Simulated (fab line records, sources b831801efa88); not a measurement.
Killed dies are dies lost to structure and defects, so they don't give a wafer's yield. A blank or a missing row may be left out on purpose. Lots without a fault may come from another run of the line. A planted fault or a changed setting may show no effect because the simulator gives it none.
Which tool did it? | flow gf180mcu | 11 lots, 33 wafers sampled, at 4 steps of a route of 602

WHAT THE GAUGES READ, wafer by wafer
GF_HV_LDD_CD_MEAS_31: target cd 400 nm.
lot  | measured     | on        | cd_nm (nm)
L771 | day 11 19:58 | cd_sem-02 | 393.6 395.2 396.9
L772 | day 12 02:44 | cd_sem-02 | 397.5 399.7 399.0
L774 | day 13 03:35 | cd_sem-01 | 394.1 395.8 395.3
L775 | day 13 09:46 | cd_sem-02 | - - -
L783 | day 15 23:56 | cd_sem-02 | 404.2 405.9 405.4
L785 | day 16 14:08 | cd_sem-01 | 400.9 401.7 402.8
L786 | day 16 18:35 | cd_sem-01 | 396.9 399.2 397.1
L788 | day 17 10:18 | cd_sem-01 | 397.9 399.0 399.0
L790 | day 18 00:42 | cd_sem-01 | 398.5 397.5 399.8
L791 | day 18 09:53 | cd_sem-02 | 403.9 403.7 401.9
L792 | day 18 14:49 | cd_sem-02 | 398.4 398.8 399.1

WHICH TOOL RAN EACH LOT (tool, then ch and the chambers of the sampled wafers, then the start)
lot  | GF_STI_ETCH_13                    | GF_STI_ETCH_14                  | GF_HV_LDD_EXPOSE_28
L771 | rie_diel-03 ch 2,3, day 2 06:52   | rie_si-01 ch 1,2,3, day 2 06:57 | iline_stepper-02 ch 0, day 11 10:26
L772 | rie_diel-04 ch 0,1,3, day 2 10:54 | rie_si-02 ch 0,1,3, day 2 10:59 | iline_stepper-01 ch 0, day 11 17:22
L774 | rie_diel-04 ch 1,2, day 2 23:37   | rie_si-02 ch 0,1,2, day 2 23:42 | iline_stepper-02 ch 0, day 12 18:33
L775 | rie_diel-04 ch 0,3, day 3 03:09   | rie_si-01 ch 0,1,2, day 3 03:14 | iline_stepper-01 ch 0, day 12 23:48
L783 | rie_diel-03 ch 0,1,3, day 4 19:30 | rie_si-01 ch 0,1,2, day 4 19:35 | iline_stepper-01 ch 0, day 15 12:40
L785 | rie_diel-01 ch 0,1,2, day 5 06:57 | rie_si-01 ch 0,1,3, day 5 07:02 | iline_stepper-02 ch 0, day 16 03:20
L786 | rie_diel-01 ch 0,1,2, day 5 11:48 | rie_si-02 ch 1,2,3, day 5 11:53 | iline_stepper-02 ch 0, day 16 08:23
L788 | rie_diel-03 ch 0,3, day 5 22:12   | rie_si-02 ch 0,2,3, day 5 22:17 | iline_stepper-02 ch 0, day 16 22:49
L790 | rie_diel-04 ch 1,2,3, day 6 08:39 | rie_si-02 ch 0,1, day 6 08:44   | iline_stepper-02 ch 0, day 17 12:30
L791 | rie_diel-04 ch 1,2,3, day 6 13:49 | rie_si-01 ch 1,2,3, day 6 13:53 | iline_stepper-01 ch 0, day 17 22:11
L792 | rie_diel-04 ch 1,3, day 6 18:12   | rie_si-02 ch 0,1,2, day 6 18:17 | iline_stepper-01 ch 0, day 18 03:21
- GF_STI_ETCH_13: etches the open film in CHF3/O2, stops on Si, target depth 282.31 nm, time 112.9 s.
- GF_STI_ETCH_14: etches Si in HBr/Cl2/O2, target depth 360 nm, time 102.9 s.
- GF_HV_LDD_EXPOSE_28: exposes mask Nplus HV AREA, target cd 400 nm.

THE ANSWER, worked out from the rows above alone
Rule: what is usual is taken from the lots themselves. Put in order of their means at a reading, lots are off if they are a third of the lots or fewer, leave a main group of 4 or more, and stand apart from it by a gap of 3 or more times the standard deviation of the main group's means; of several such gaps the widest counts. A main group whose means are all the same, to the digits that the tables above print for the reading, isn't used. A lot without any number at a reading at which 4 lots or more have one is off too. The other lots that the step has rows for count as sound.
Off: L775, at GF_HV_LDD_CD_MEAS_31 (cd_nm). Without a number there: L775. The main group: mean 399.3 nm, standard deviation 3.1.
A tool fits if, at a process step before that reading, it ran every lot that is off, and no sound lot after the first of them. The gauges at GF_HV_LDD_CD_MEAS_31 are tried like those tools. None of those tried fits.

WHAT THE SIMULATOR HAD PUT IN
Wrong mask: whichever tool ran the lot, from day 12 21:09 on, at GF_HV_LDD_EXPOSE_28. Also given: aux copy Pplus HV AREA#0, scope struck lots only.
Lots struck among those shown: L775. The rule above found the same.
